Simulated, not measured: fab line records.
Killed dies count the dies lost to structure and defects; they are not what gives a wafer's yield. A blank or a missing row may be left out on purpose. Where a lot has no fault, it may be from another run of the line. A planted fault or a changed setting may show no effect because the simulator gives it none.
Matching of chambers ; flow sky130 ; SKY_FIELD_ISO_CMP_27 on cmp-02: 4 sister chambers
The step polishes, stops on Si3N4, t overpolish 16 s, target thk 457.8 nm. 8 wafers are shown with their chamber, then 7 later ones without.

WAFERS, EACH WITH ITS CHAMBER
wafer;chamber;motor_current_A (A);time_to_endpoint_s (s)
L697.1;1;11.5;116
L698.2;2;11.0;117
L698.3;0;10.6;111
L701.1;3;12.0;112
L701.4;0;10.8;113
L701.5;3;11.4;110
L705.2;2;10.4;115
L705.3;1;11.4;111

WAFERS WITHOUT THEIR CHAMBER
wafer;motor_current_A (A);time_to_endpoint_s (s)
L705.5;10.3;111
L707.1;10.7;109
L707.5;11.5;110
L707.6;10.8;114
L710.1;11.2;111
L710.2;10.5;115
L710.5;9.8;111

WHICH CHAMBER EACH ONE RAN IN
wafer;from the rows above;in truth
L705.5;can't be placed: 0 or 2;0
L707.1;can't be placed: 0 or 1 or 2 or 3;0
L707.5;can't be placed: 3 or 1 or 0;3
L707.6;can't be placed: 0 or 2 or 1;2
L710.1;can't be placed: 1 or 3 or 0 or 2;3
L710.2;can't be placed: 2 or 0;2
L710.5;can't be placed: 0 or 2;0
Placed correctly: 0 of 7. From these rows, 7 cannot be placed; in 7 the true chamber is one of the candidates. Number placed wrongly: 0.
How it was worked out, from the rows above alone: a wafer's distance from a chamber is the root of the sum, over the readings, of the square of ((its reading less the chamber's mean) divided by the reading's scatter). If the next closest chamber is less than 2 further off than the closest, the wafer can't be placed; otherwise it belongs to the closest. The mean given for a chamber averages the wafers shown for that chamber. The scatter: the root of (the sum of the squares of (reading less its chamber's mean) over the shown wafers, divided by (wafers less chambers)).
